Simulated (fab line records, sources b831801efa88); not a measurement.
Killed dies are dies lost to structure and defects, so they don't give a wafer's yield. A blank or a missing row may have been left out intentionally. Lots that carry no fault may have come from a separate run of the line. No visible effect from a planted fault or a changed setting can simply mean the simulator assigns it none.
Chamber matching / flow sfq_line / 4 sister chambers for SFQ_TRILAYER_I6_VIA_ETCH_VIA_ETCH_172 on rie_diel-03
The step etches SiO2 in CHF3, stops on Nb, target depth 260 nm. 8 wafers are shown with their chamber, then 7 later ones without.

== WAFERS WITH THEIR CHAMBER ==
wafer=L896.4; chamber=0; oes_product_au (a.u.)=0.853
wafer=L897.2; chamber=0; oes_product_au (a.u.)=0.853
wafer=L897.6; chamber=2; oes_product_au (a.u.)=0.855
wafer=L898.1; chamber=1; oes_product_au (a.u.)=0.854
wafer=L898.5; chamber=3; oes_product_au (a.u.)=0.868
wafer=L898.6; chamber=2; oes_product_au (a.u.)=0.864
wafer=L901.2; chamber=1; oes_product_au (a.u.)=0.851
wafer=L901.4; chamber=3; oes_product_au (a.u.)=0.859

== WAFERS WHOSE CHAMBER IS MISSING ==
wafer=L901.6; oes_product_au (a.u.)=0.856
wafer=L904.3; oes_product_au (a.u.)=0.850
wafer=L904.4; oes_product_au (a.u.)=0.863
wafer=L904.5; oes_product_au (a.u.)=0.856
wafer=L910.1; oes_product_au (a.u.)=0.863
wafer=L910.3; oes_product_au (a.u.)=0.850
wafer=L910.4; oes_product_au (a.u.)=0.862

== CHAMBER TAKEN BY EACH ==
wafer=L901.6; from the rows above=can't be placed: 0 or 1 or 2 or 3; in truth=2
wafer=L904.3; from the rows above=can't be placed: 1 or 0 or 2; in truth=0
wafer=L904.4; from the rows above=can't be placed: 3 or 2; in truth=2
wafer=L904.5; from the rows above=can't be placed: 0 or 1 or 2 or 3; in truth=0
wafer=L910.1; from the rows above=can't be placed: 3 or 2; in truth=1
wafer=L910.3; from the rows above=can't be placed: 1 or 0 or 2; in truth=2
wafer=L910.4; from the rows above=can't be placed: 3 or 2 or 0 or 1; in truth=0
Placed correctly: 0 of 7. Can't be placed from these rows: 7 (the true chamber is among the candidates in 6). Number placed wrongly: 0.
How it was worked out, from the rows above alone: a wafer's distance from a chamber is the root of the sum, over the readings, of the square of ((its reading less the chamber's mean) divided by the reading's scatter). If the next closest chamber is less than 2 further off than the closest, the wafer can't be placed; otherwise it belongs to the closest. The mean given for a chamber averages the wafers shown for that chamber. The scatter: the root of (the sum of the squares of (reading less its chamber's mean) over the shown wafers, divided by (wafers less chambers)).
